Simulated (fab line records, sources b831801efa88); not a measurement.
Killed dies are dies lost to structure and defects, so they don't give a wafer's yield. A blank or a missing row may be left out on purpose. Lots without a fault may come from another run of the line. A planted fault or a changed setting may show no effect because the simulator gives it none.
fab line records | flow gf180mcu
record lots=12 wafers=36 last_day=34
route steps=602 shown STI@3 DNWELL@41 HV_LDD@186
lots that met no fault: from a run of the same line without faults
start_h: hours from the record's first day to the start of the lot's first wafer shown | wait_h: hours since the lot's step before | " the same as in the row above | L1.1+2: a row that stands for several wafers | - no value, or no start given | * or withheld: withheld | < > ~ a bound
route shown NAME@n: a module of which the file shows steps, and the number in the route of the first | usual: mean/standard deviation of fault-free wafers | same: alike in all rows | chamber/n: place in a boat | sites: the reading at each site | _std_site: their standard deviation | _edge_site: outer sites' mean less inner sites' | radius_mm: how far each site lies from the wafer's centre | mask NAME#n: copy n | behind: the tool/chamber that last shaped the wafer | hold: why the lot was held/for how many hours/how that ended | device: the transistor (n, p or np) that didn't switch | end of line: the same wafers' tests at the end of the route | a step without rows: its recipe alone | killed: dies lost to structure and defects at the first sort, not the wafer's yield | map: a wafer's dies, x killed, . not, _ none there
set.NAME: the setting as run; set.NAME@STEP: as run at that earlier step | model.NAME: the simulator's own value behind a step, which no gauge read
steps of the route over a sample of lots; a table a step, a row a wafer
services: from which hour (start_h, from the record's first day; less than 0 if before it) a tool's chamber was out of use, for how many hours, and why
## steps
# step GF_STI_THK_MEAS_02
# recipe reads=SiO2_of_STI_OXIDATION_01
# usual STI_OXIDATION_THK=10.01/0.2
# columns lot.wafer tool chamber start_h wait_h STI_OXIDATION_THK[nm]
L836.3 film_metro-04 - 11.53 0.0 9.94
L836.5 " - " " 10.11
L836.6 " - " " 10.14
L837.1 film_metro-02 - 16.51 0.0 9.86
L837.5 " - " " 9.88
L837.6 " - " " 9.89
L838.3 film_metro-04 - 21.90 0.0 10.05
L838.5 " - " " 10.14
L838.6 " - " " 10.14
L840.3 film_metro-02 - 32.63 0.0 9.77
L840.4 " - " " 9.67
L840.6 " - " " 9.78
L841.2 film_metro-02 - 36.52 0.0 9.94
L841.4 " - " " 9.99
L841.6 " - " " 9.73
L842.2 film_metro-01 - 41.52 0.0 9.85
L842.3 " - " " 10.20
L842.4 " - " " 10.09
L844.3 film_metro-04 - 51.61 0.0 10.08
L844.4 " - " " 10.04
L844.6 " - " " 10.10
L845.1 film_metro-02 - 56.51 0.0 9.81
L845.4 " - " " 9.89
L845.5 " - " " 9.90
L851.2 film_metro-01 - 86.62 0.0 10.37
L851.4 " - " " 10.23
L851.6 " - " " 10.34
L855.2 film_metro-02 - 106.52 0.0 10.27
L855.3 " - " " 10.13
L855.6 " - " " 10.28
L856.2 film_metro-01 - 112.29 0.0 9.84
L856.5 " - " " 9.95
L856.6 " - " " 9.89
L857.1 film_metro-01 - 117.77 0.0 9.97
L857.4 " - " " 9.97
L857.5 " - " " 9.84
# step GF_STI_EXPOSE_09
# recipe mask_id=COMP target_cd_nm=220 na=0.68 source_shape=conventional sigma_outer=0.6 dose_mj=28
# usual exposure_dose_mJ_cm2=27.994/0.027 focus_offset_nm=0.0/0.55
# columns lot.wafer tool chamber start_h wait_h mask exposure_dose_mJ_cm2 focus_offset_nm
L836.3 krf_scanner-01 0 19.58 - COMP#0 28.010 0.0
L836.5 " 0 " " COMP#0 28.021 -0.1
L836.6 " 0 " " COMP#0 28.046 0.2
L837.1 krf_scanner-02 0 24.67 - COMP#0 28.029 -0.3
L837.5 " 0 " " COMP#0 27.987 0.9
L837.6 " 0 " " COMP#0 27.976 0.1
L838.3 krf_scanner-01 0 29.99 - COMP#0 28.001 -0.4
L838.5 " 0 " " COMP#0 28.020 -0.6
L838.6 " 0 " " COMP#0 28.045 -0.1
L840.3 krf_scanner-01 0 41.56 - COMP#0 28.004 0.3
L840.4 " 0 " " COMP#0 27.980 0.7
L840.6 " 0 " " COMP#0 28.003 0.3
L841.2 krf_scanner-02 0 44.74 - COMP#0 27.997 0.2
L841.4 " 0 " " COMP#0 28.011 0.4
L841.6 " 0 " " COMP#0 28.018 0.4
L842.2 krf_scanner-02 0 49.70 - COMP#0 27.929 -0.4
L842.3 " 0 " " COMP#0 27.954 -0.7
L842.4 " 0 " " COMP#0 27.937 0.3
L844.3 krf_scanner-01 0 61.79 - COMP#0 28.005 -0.3
L844.4 " 0 " " COMP#0 27.990 -0.5
L844.6 " 0 " " COMP#0 28.031 0.1
L845.1 krf_scanner-01 0 66.38 - COMP#0 28.035 0.3
L845.4 " 0 " " COMP#0 28.014 -0.8
L845.5 " 0 " " COMP#0 28.021 -0.2
L851.2 krf_scanner-02 0 95.87 - COMP#0 27.678 -0.4
L851.4 " 0 " " COMP#0 27.685 -0.7
L851.6 " 0 " " COMP#0 27.634 -0.3
L855.2 krf_scanner-01 0 115.96 - COMP#0 27.953 -0.3
L855.3 " 0 " " COMP#0 28.024 0.2
L855.6 " 0 " " COMP#0 28.016 -0.6
L856.2 krf_scanner-01 0 121.41 - COMP#0 27.998 0.0
L856.5 " 0 " " COMP#0 27.994 -0.1
L856.6 " 0 " " COMP#0 27.991 0.6
L857.1 krf_scanner-01 0 126.89 - COMP#0 28.015 0.3
L857.4 " 0 " " COMP#0 27.993 0.2
L857.5 " 0 " " COMP#0 27.963 0.4
# step GF_STI_CD_MEAS_12
# recipe target_cd_nm=220
# usual cd_nm=219.9/1.3
# columns lot.wafer tool chamber start_h wait_h cd_nm
L836.3 cd_sem-01 - 25.32 0.1 222.5
L836.5 " - " " 222.0
L836.6 " - " " 221.9
L837.1 cd_sem-01 - 30.48 0.1 219.4
L837.5 " - " " 218.6
L837.6 " - " " 218.9
L838.3 cd_sem-02 - 35.97 0.1 219.5
L838.5 " - " " 219.3
L838.6 " - " " 219.5
L840.3 cd_sem-02 - 47.48 0.1 220.3
L840.4 " - " " 220.2
L840.6 " - " " 220.1
L841.2 cd_sem-02 - 51.00 0.1 220.7
L841.4 " - " " 218.9
L841.6 " - " " 219.1
L842.2 cd_sem-01 - 55.85 0.1 219.0
L842.3 " - " " 219.8
L842.4 " - " " 218.5
L844.3 cd_sem-02 - 68.28 0.1 219.1
L844.4 " - " " 218.8
L844.6 " - " " 217.8
L845.1 cd_sem-01 - 72.63 0.1 220.0
L845.4 " - " " 219.9
L845.5 " - " " 220.1
L851.2 cd_sem-01 - 102.15 0.1 208.6
L851.4 " - " " 214.3
L851.6 " - " " 214.5
L855.2 cd_sem-01 - 122.46 0.1 219.3
L855.3 " - " " 219.3
L855.6 " - " " 220.0
L856.2 cd_sem-02 - 128.96 0.1 218.6
L856.5 " - " " 218.3
L856.6 " - " " 217.3
L857.1 cd_sem-02 - 134.43 0.1 220.2
L857.4 " - " " 219.0
L857.5 " - " " 219.4
# step GF_DNWELL_TW_MEAS_09
# usual DNWELL_TW=1364/21
# columns lot.wafer tool chamber start_h wait_h DNWELL_TW
L836.3 film_metro-04 - 43.66 0.1 1348
L836.5 " - " " 1359
L836.6 " - " " 1363
L837.1 film_metro-04 - 47.28 0.1 1352
L837.5 " - " " 1345
L837.6 " - " " 1362
L838.3 film_metro-03 - 53.96 0.1 1380
L838.5 " - " " 1380
L838.6 " - " " 1386
L840.3 film_metro-04 - 65.45 0.1 1343
L840.4 " - " " 1342
L840.6 " - " " 1339
L841.2 film_metro-02 - 68.84 0.1 1341
L841.4 " - " " 1343
L841.6 " - " " 1351
L842.2 film_metro-03 - 74.59 0.1 1395
L842.3 " - " " 1392
L842.4 " - " " 1402
L844.3 film_metro-04 - 88.38 0.1 1334
L844.4 " - " " 1343
L844.6 " - " " 1341
L845.1 film_metro-03 - 91.24 0.1 1403
L845.4 " - " " 1403
L845.5 " - " " 1403
L851.2 film_metro-03 - 121.88 0.1 1380
L851.4 " - " " 1373
L851.6 " - " " 1380
L855.2 film_metro-03 - 142.00 0.1 1375
L855.3 " - " " 1374
L855.6 " - " " 1378
L856.2 film_metro-03 - 149.20 0.1 1385
L856.5 " - " " 1395
L856.6 " - " " 1399
L857.1 film_metro-02 - 155.54 0.1 1346
L857.4 " - " " 1343
L857.5 " - " " 1347
# step GF_HV_LDD_STRIP_10
# recipe chemistry=O2/N2 power_w=1400 pressure_mtorr=1500 platen_temp_c=250 o2_flow_sccm=3000 n2_flow_sccm=300 overash_fraction=0.5
# usual drypump_motor_current_A=5.7/0.37 heater_power_w=371/46 oes_product_au=0.715/0.0043 platen_temp_c=249.99/0.17 strip_time_to_endpoint_s=12.64/0.036
# columns lot.wafer tool chamber start_h wait_h drypump_motor_current_A heater_power_w oes_product_au platen_temp_c rf_hours_counter_h strip_time_to_endpoint_s
L836.3 plasma_asher-04 0 216.48 0.1 5.2 430 0.718 249.87 - 12.62
L836.5 " 0 " " 5.2 419 0.719 249.90 - 12.62
L836.6 " 1 " " 5.7 386 0.711 250.12 - 12.61
L837.1 plasma_asher-01 0 223.39 0.1 6.3 295 0.715 250.38 57 12.63
L837.5 " 1 " " 6.0 419 0.720 250.11 - 12.66
L837.6 " 0 " " 6.3 282 0.715 250.07 - 12.62
L838.3 plasma_asher-01 0 231.93 0.1 6.3 288 0.721 249.83 - 12.64
L838.5 " 1 " " 6.1 419 0.721 249.94 - 12.62
L838.6 " 0 " " 6.3 295 0.715 249.87 - 12.65
L840.3 plasma_asher-02 1 247.01 0.1 6.0 347 0.718 249.90 - 12.66
L840.4 " 0 " " 5.6 313 0.711 249.91 - 12.61
L840.6 " 1 " " 6.0 338 0.712 250.05 - 12.67
L841.2 plasma_asher-04 1 253.25 0.1 5.7 381 0.714 249.98 59 12.64
L841.4 " 0 " " 5.2 423 0.722 250.05 - 12.65
L841.6 " 1 " " 5.7 376 0.716 250.05 - 12.66
L842.2 plasma_asher-04 0 257.94 0.1 5.1 426 0.710 250.18 60 12.66
L842.3 " 1 " " 5.7 388 0.706 249.95 - 12.71
L842.4 " 0 " " 5.1 424 0.712 249.98 - 12.64
L844.3 plasma_asher-04 1 278.31 0.1 5.7 384 0.713 249.90 - 12.66
L844.4 " 0 " " 5.1 423 0.714 250.10 - 12.62
L844.6 " 0 " " 5.1 428 0.717 249.91 - 12.63
L845.1 plasma_asher-01 0 283.04 0.1 6.3 297 0.716 250.01 58 12.61
L845.4 " 0 " " 6.3 300 0.714 249.69 - 12.61
L845.5 " 0 " " 6.3 304 0.714 249.94 - 12.66
L851.2 plasma_asher-02 1 324.14 0.1 6.0 349 0.715 250.29 57 12.63
L851.4 " 0 " " 5.6 315 0.717 250.01 - 12.65
L851.6 " 1 " " 6.0 359 0.725 249.88 - 12.66
L855.2 plasma_asher-02 0 354.73 0.1 5.6 310 0.714 250.10 61 12.60
L855.3 " 1 " " 6.0 345 0.711 250.15 - 12.60
L855.6 " 0 " " 5.6 312 0.710 250.17 - 12.62
L856.2 plasma_asher-02 0 364.39 0.1 5.6 311 0.716 249.88 62 12.70
L856.5 " 0 " " 5.6 318 0.719 250.00 - 12.70
L856.6 " 1 " " 6.0 351 0.711 249.97 - 12.71
L857.1 plasma_asher-04 1 370.54 0.1 5.7 383 0.712 250.08 73 12.65
L857.4 " 0 " " 5.2 404 0.721 249.80 - 12.67
L857.5 " 1 " " 5.7 376 0.713 250.09 - 12.68
## services
# columns tool chamber start_h hours kind
krf_scanner-01 - -0.74 1.0 pm
krf_scanner-02 - 8.48 0.8 pm
krf_scanner-01 - 33.95 3.5 repair
krf_scanner-02 - 41.49 1.0 pm
krf_scanner-01 - 46.29 8.8 repair
plasma_asher-04 - 74.73 2.8 pm
krf_scanner-02 - 88.53 4.0 pm
krf_scanner-02 - 99.74 1.3 pm
krf_scanner-01 - 118.44 1.3 pm
krf_scanner-01 - 122.01 0.8 pm
plasma_asher-04 - 125.94 0.4 repair
krf_scanner-01 - 168.26 1.0 pm
plasma_asher-04 - 175.00 3.5 repair
plasma_asher-04 - 179.18 1.7 repair
krf_scanner-01 - 198.60 2.0 repair
plasma_asher-04 - 221.25 3.4 repair
krf_scanner-01 - 283.12 0.4 repair
krf_scanner-01 - 290.81 0.8 pm
krf_scanner-01 - 293.00 36.0 pm
plasma_asher-04 - 305.50 0.6 repair
krf_scanner-01 - 329.00 1.3 pm
krf_scanner-01 - 337.26 1.0 pm
krf_scanner-01 - 343.11 0.6 repair
krf_scanner-01 - 354.95 3.6 pm
## key
first_sign step=GF_STI_EXPOSE_09 reading=exposure_dose_mJ_cm2 direction=down sigmas=12 usual=27.994 struck=27.666
effect step=GF_STI_CD_MEAS_12 reading=cd_nm direction=down sigmas=5.9 usual=219.9 struck=212.5 through=control_loop
met_at GF_STI_EXPOSE_09
struck_lots L851
tester_left_out L851
loop_trim step=GF_STI_EXPOSE_09 setting=dose lots=L851
not_acting_at GF_STI_THK_MEAS_02,GF_DNWELL_TW_MEAS_09,GF_HV_LDD_STRIP_10
onset_between 49.70 95.87
fault kind=process_parameter_drift tool=krf_scanner-02 chamber=- onset_h=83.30 steps=GF_STI_EXPOSE_09 channel=focus_nm offset=162.47 spread_by_wafer=0.3 shape=step end_h=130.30
# tester_left_out: of these lots the tester's yield and bins aren't shown, on N5 and GAA mostly nor the transistor test; their killed dies are dies lost to structure and defects alone, not to doping, threshold or leakage, so they don't give the yield
# loop_trim: a control loop set the setting to another value than it would have without faults
